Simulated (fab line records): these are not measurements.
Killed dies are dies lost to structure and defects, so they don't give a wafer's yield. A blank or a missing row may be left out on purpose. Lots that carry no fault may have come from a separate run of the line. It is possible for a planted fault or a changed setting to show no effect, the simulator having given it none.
fab line records -- flow gf180mcu
[record] lots = 6, wafers = 18, last-day = 35
route steps=602 shown NSD@246 PSD@248
lots untouched by any fault: they come from a run of this same line in which no faults occurred
start-h: start of the lot's first displayed wafer, in hours after the record's first day -- wait-h: hours elapsed since this lot's preceding step -- " repeats the value in the row above -- L1.1+2: a row that stands for several wafers -- - no value, or no start was given -- * or withheld: withheld -- < > ~ a bound
route shown NAME@n: names a module that has steps shown in the file, with the first one's number in the route -- usual: mean and standard deviation over wafers with no fault -- same: alike in all rows -- chamber/n: place in a boat -- sites: each site's reading -- _std_site: standard deviation across them -- _edge_site: outer sites' mean less inner sites' -- radius-mm: how far each site lies from the wafer's centre -- mask NAME#n: copy n -- behind: the tool/chamber that last shaped the wafer -- hold: what put the lot on hold/how long, in hours/how the hold closed -- device: transistor that didn't switch, given as n, p or np -- end of line: the same wafers' tests at the end of the route -- step lacking rows: just its recipe -- killed: the dies lost at the first sort to structure and to defects; this is not the yield of the wafer -- map: dies across one wafer; x = killed, . = not, _ = none there
set.NAME: the setting that was run; set.NAME@STEP: the one run at that earlier step -- model.NAME: the simulator's own value behind a step, which no gauge read
lots at selected steps of the route; one table per step, one row per wafer
services: the hour from which a tool's chamber was out of use, counted from the record's first day as start-h (under 0 if before that day), plus the number of hours and why
[[steps]]
[step GF_NSD_STRIP_11]
[recipe] chemistry = O2/N2, power-w = 1400, pressure-mtorr = 1500, platen-temp-c = 250, o2-flow-sccm = 3000, n2-flow-sccm = 300, overash-fraction = 0.5
[usual] chamber-pressure-mTorr = 1499.9/1.9, drypump-motor-current-A = 5.51/0.29, heater-power-w = 389/52, n2-flow-sccm = 300.0/0.79, oes-product-au = 0.487/0.0045, strip-time-to-endpoint-s = 22.96/0.041
lot.wafer,tool,chamber,start-h,wait-h,chamber-pressure-mTorr,drypump-motor-current-A,heater-power-w,n2-flow-sccm,oes-product-au,rf-hours-counter-h,strip-time-to-endpoint-s
L766.4,plasma-asher-03,1,345.60,0.1,1500.7,5.38,330,299.0,0.485,-,23.01
L766.5,plasma-asher-03,1,345.60,0.1,1501.3,5.40,326,299.0,0.490,-,23.02
L766.6,plasma-asher-03,0,345.60,0.1,1500.1,5.38,318,299.9,0.489,-,23.00
L769.1,plasma-asher-01,1,371.32,0.1,1498.8,5.69,449,299.4,0.485,58,22.93
L769.4,plasma-asher-01,1,371.32,0.1,1499.5,5.71,466,300.3,0.486,-,23.00
L769.5,plasma-asher-01,0,371.32,0.1,1497.3,5.50,391,300.5,0.488,-,22.99
L770.1,plasma-asher-01,0,380.21,0.1,1499.5,5.49,396,301.5,0.486,58,23.03
L770.3,plasma-asher-01,0,380.21,0.1,1501.3,5.50,393,300.6,0.482,-,22.99
L770.5,plasma-asher-01,1,380.21,0.1,1496.8,5.72,472,300.4,0.490,-,23.03
L772.1,plasma-asher-01,0,390.27,0.1,1499.7,5.48,390,301.5,0.483,60,22.97
L772.4,plasma-asher-01,0,390.27,0.1,1501.5,5.48,398,300.6,0.497,-,22.99
L772.5,plasma-asher-01,1,390.27,0.1,1498.5,5.69,439,299.4,0.492,-,22.98
L783.1,plasma-asher-04,0,484.27,0.1,1500.4,5.03,335,300.3,0.487,41,22.90
L783.2,plasma-asher-04,1,484.27,0.1,1501.6,5.98,437,299.9,0.495,41,22.96
L783.3,plasma-asher-04,1,484.27,0.1,1502.1,5.97,439,300.2,0.479,-,22.94
L785.1,plasma-asher-03,1,491.07,0.1,1500.1,5.40,365,301.2,0.477,6,22.95
L785.3,plasma-asher-03,1,491.07,0.1,1501.8,5.38,360,299.9,0.486,-,22.94
L785.5,plasma-asher-03,0,491.07,0.1,1497.1,5.39,313,300.4,0.483,-,22.94
[step GF_NSD_TW_MEAS_12]
[usual] NSD_TW = 4231/50
lot.wafer,tool,chamber,start-h,wait-h,NSD_TW
L766.4,film-metro-01,-,345.70,0.1,4223
L766.5,film-metro-01,-,345.70,0.1,4223
L766.6,film-metro-01,-,345.70,0.1,4221
L769.1,film-metro-01,-,371.42,0.1,4207
L769.4,film-metro-01,-,371.42,0.1,4218
L769.5,film-metro-01,-,371.42,0.1,4202
L770.1,film-metro-01,-,380.31,0.1,4231
L770.3,film-metro-01,-,380.31,0.1,4245
L770.5,film-metro-01,-,380.31,0.1,4264
L772.1,film-metro-04,-,390.37,0.1,4178
L772.4,film-metro-04,-,390.37,0.1,4180
L772.5,film-metro-04,-,390.37,0.1,4184
L783.1,film-metro-01,-,484.37,0.1,4256
L783.2,film-metro-01,-,484.37,0.1,4267
L783.3,film-metro-01,-,484.37,0.1,4247
L785.1,film-metro-01,-,491.17,0.1,4254
L785.3,film-metro-01,-,491.17,0.1,4249
L785.5,film-metro-01,-,491.17,0.1,4254
[step GF_PSD_DEHYDRATE_00]
[recipe] temp-c = 200, time-s = 60
[step GF_PSD_HMDS_01]
[recipe] prime-time-s = 60, prime-temp-c = 120
[step GF_PSD_COAT_02]
[recipe] resist = NOVOLAK, spin-rpm = 3000, resist-thk-nm = 1000
[step GF_PSD_SOFTBAKE_03]
[recipe] temp-c = 90, time-s = 60, resist = NOVOLAK
[step GF_PSD_EXPOSE_04]
[recipe] mask-id = Pplus, target-cd-nm = 400, na = 0.6, source-shape = conventional, sigma-outer = 0.6, dose-mj = 140
[step GF_PSD_PEB_05]
[recipe] temp-c = withheld, time-s = *, resist = NOVOLAK
[step GF_PSD_DEVELOP_06]
[recipe] develop-time-s = 61.02, dev-temp-c = 23
[step GF_PSD_CD_MEAS_07]
[recipe] target-cd-nm = 400
[usual] cd-nm = 399.9/2
lot.wafer,tool,chamber,start-h,wait-h,cd-nm
L766.4,cd-sem-02,-,368.31,0.1,398.2
L766.5,cd-sem-02,-,368.31,0.1,397.3
L766.6,cd-sem-02,-,368.31,0.1,398.5
L769.1,cd-sem-01,-,395.75,0.1,398.8
L769.4,cd-sem-01,-,395.75,0.1,402.0
L769.5,cd-sem-01,-,395.75,0.1,401.6
L770.1,cd-sem-01,-,404.30,0.1,397.2
L770.3,cd-sem-01,-,404.30,0.1,399.2
L770.5,cd-sem-01,-,404.30,0.1,398.0
L772.1,cd-sem-02,-,415.66,0.1,402.3
L772.4,cd-sem-02,-,415.66,0.1,402.7
L772.5,cd-sem-02,-,415.66,0.1,403.1
L783.1,cd-sem-01,-,508.15,0.1,402.3
L783.2,cd-sem-01,-,508.15,0.1,403.3
L783.3,cd-sem-01,-,508.15,0.1,400.5
L785.1,cd-sem-02,-,516.20,0.1,400.6
L785.3,cd-sem-02,-,516.20,0.1,400.7
L785.5,cd-sem-02,-,516.20,0.1,400.4
[step GF_PSD_OVL_MEAS_08]
[usual] PSD_OVL = 0.2/1.7
lot.wafer,tool,chamber,start-h,wait-h,PSD_OVL[nm]
L766.4,overlay-01,-,368.39,0.1,-0.5
L766.5,overlay-01,-,368.39,0.1,0.1
L766.6,overlay-01,-,368.39,0.1,-0.2
L769.1,overlay-02,-,395.87,0.1,2.0
L769.4,overlay-02,-,395.87,0.1,-0.7
L769.5,overlay-02,-,395.87,0.1,1.1
L770.1,overlay-01,-,404.42,0.1,-2.2
L770.3,overlay-01,-,404.42,0.1,-2.9
L770.5,overlay-01,-,404.42,0.1,0.1
L772.1,overlay-01,-,415.78,0.1,0.7
L772.4,overlay-01,-,415.78,0.1,0.5
L772.5,overlay-01,-,415.78,0.1,2.1
L783.1,overlay-02,-,508.27,0.1,-0.5
L783.2,overlay-02,-,508.27,0.1,1.2
L783.3,overlay-02,-,508.27,0.1,-1.8
L785.1,overlay-02,-,516.32,0.1,-0.2
L785.3,overlay-02,-,516.32,0.1,-1.5
L785.5,overlay-02,-,516.32,0.1,0.9
[step GF_PSD_IMPLANT_09]
[recipe] species = BF2, energy-kev = 40, dose-cm2 = 1.5e+15, tilt-deg = 7
[step GF_PSD_STRIP_10]
[recipe] chemistry = O2/N2, power-w = 1400, pressure-mtorr = 1500, platen-temp-c = 250, o2-flow-sccm = 3000, n2-flow-sccm = 300, overash-fraction = 0.5
[usual] chamber-pressure-mTorr = 1499.8/1.2, drypump-motor-current-A = 5.48/0.25, heater-power-w = 354/50, n2-flow-sccm = 299.8/0.97, oes-product-au = 0.592/0.0046, strip-time-to-endpoint-s = 16.55/0.035
lot.wafer,tool,chamber,start-h,wait-h,chamber-pressure-mTorr,drypump-motor-current-A,heater-power-w,n2-flow-sccm,oes-product-au,rf-hours-counter-h,strip-time-to-endpoint-s,model.NOVOLAK_of_PSD_COAT_02.thk-nm
L766.4,plasma-asher-03,1,368.59,0.1,1499.3,5.41,331,299.6,0.593,-,16.54,0
L766.5,plasma-asher-03,1,368.59,0.1,1498.2,5.41,330,300.5,0.591,-,16.57,0
L766.6,plasma-asher-03,0,368.59,0.1,1500.9,5.38,315,300.2,0.588,-,16.53,0
L769.1,plasma-asher-02,1,396.06,0.1,-,-,-,-,-,-,-,1007
L769.4,plasma-asher-02,0,396.06,0.1,-,-,-,-,-,-,-,1008
L769.5,plasma-asher-02,1,396.06,0.1,-,-,-,-,-,-,-,1005
L770.1,plasma-asher-01,1,404.61,0.1,-,-,-,-,-,-,-,998.3
L770.3,plasma-asher-01,0,404.61,0.1,-,-,-,-,-,-,-,1000
L770.5,plasma-asher-01,0,404.61,0.1,-,-,-,-,-,-,-,999.6
L772.1,plasma-asher-03,0,415.97,0.1,1498.9,5.40,322,299.7,0.589,70,16.57,0
L772.4,plasma-asher-03,1,415.97,0.1,1500.5,5.40,318,299.5,0.591,-,16.55,0
L772.5,plasma-asher-03,0,415.97,0.1,1499.7,5.39,316,300.8,0.593,-,16.54,0
L783.1,plasma-asher-02,0,508.46,0.1,1500.6,5.13,296,299.4,0.591,85,16.52,0
L783.2,plasma-asher-02,1,508.46,0.1,1501.0,5.82,354,299.7,0.596,85,16.52,0
L783.3,plasma-asher-02,1,508.46,0.1,1500.8,5.85,363,300.7,0.600,-,16.49,0
L785.1,plasma-asher-02,0,516.51,0.1,1500.1,5.13,300,301.8,0.592,86,16.56,0
L785.3,plasma-asher-02,1,516.51,0.1,1501.0,5.83,358,298.8,0.588,-,16.60,0
L785.5,plasma-asher-02,1,516.51,0.1,1498.2,5.84,373,299.6,0.582,-,16.53,0
[step GF_PSD_TW_MEAS_11]
[usual] PSD_TW = 3161/36
lot.wafer,tool,chamber,start-h,wait-h,PSD_TW
L766.4,film-metro-04,-,368.69,0.1,3093
L766.5,film-metro-04,-,368.69,0.1,3116
L766.6,film-metro-04,-,368.69,0.1,3119
L769.1,film-metro-04,-,396.16,0.1,3118
L769.4,film-metro-04,-,396.16,0.1,3112
L769.5,film-metro-04,-,396.16,0.1,3130
L770.1,film-metro-02,-,404.71,0.1,3193
L770.3,film-metro-02,-,404.71,0.1,3201
L770.5,film-metro-02,-,404.71,0.1,3206
L772.1,film-metro-04,-,416.07,0.1,3129
L772.4,film-metro-04,-,416.07,0.1,3112
L772.5,film-metro-04,-,416.07,0.1,3121
L783.1,film-metro-02,-,508.56,0.1,3194
L783.2,film-metro-02,-,508.56,0.1,3174
L783.3,film-metro-02,-,508.56,0.1,3186
L785.1,film-metro-02,-,516.61,0.1,3190
L785.3,film-metro-02,-,516.61,0.1,3181
L785.5,film-metro-02,-,516.61,0.1,3183
[[services]]
tool,chamber,start-h,hours,kind
plasma-asher-01,-,329.33,14.6,pm
plasma-asher-04,-,342.43,0.5,repair
plasma-asher-02,-,352.61,14.6,pm
plasma-asher-03,-,421.25,9.0,pm
plasma-asher-03,0,421.25,9.0,vent-cycle
plasma-asher-03,1,421.25,9.0,vent-cycle
plasma-asher-03,0,430.25,-,clean
plasma-asher-03,1,430.25,-,clean
plasma-asher-03,-,462.80,7.9,repair
plasma-asher-01,-,478.95,42.6,repair
plasma-asher-04,-,506.36,0.4,repair
[[key]]
[first-sign] step = GF_PSD_STRIP_10, reading = tool-record, direction = missing
effect none on later readings
[model-effect] step = GF_PSD_STRIP_10, value = NOVOLAK_of_PSD_COAT_02.thk-nm, without = 0, struck = 1003
met-at GF_PSD_STRIP_10
struck-wafers L769.1,L769.4,L769.5,L770.1,L770.3,L770.5
later-rows-left-out L769.1,L769.4,L769.5,L770.1,L770.3,L770.5
sort-left-out L769.1,L769.4,L769.5,L770.1,L770.3,L770.5
tester-left-out L769,L770
[fault] kind = skipped-step-whole, tool = plasma-asher-01,plasma-asher-02, chamber = -, onset-h = 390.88, steps = GF_PSD_STRIP_10, scope = struck-lots-only
// tester-left-out: of these lots the tester's yield and bins aren't shown, on N5 and GAA mostly nor the transistor test; their killed dies are dies lost to structure and defects alone, not to doping, threshold or leakage, so they don't give the yield
// sort-left-out: the simulated sort isn't trusted on such a fault, so these wafers' sort isn't shown, and their yield isn't known
// later-rows-left-out: the simulator's readings of these wafers behind a module that went badly wrong aren't trusted and aren't shown, but for the sort
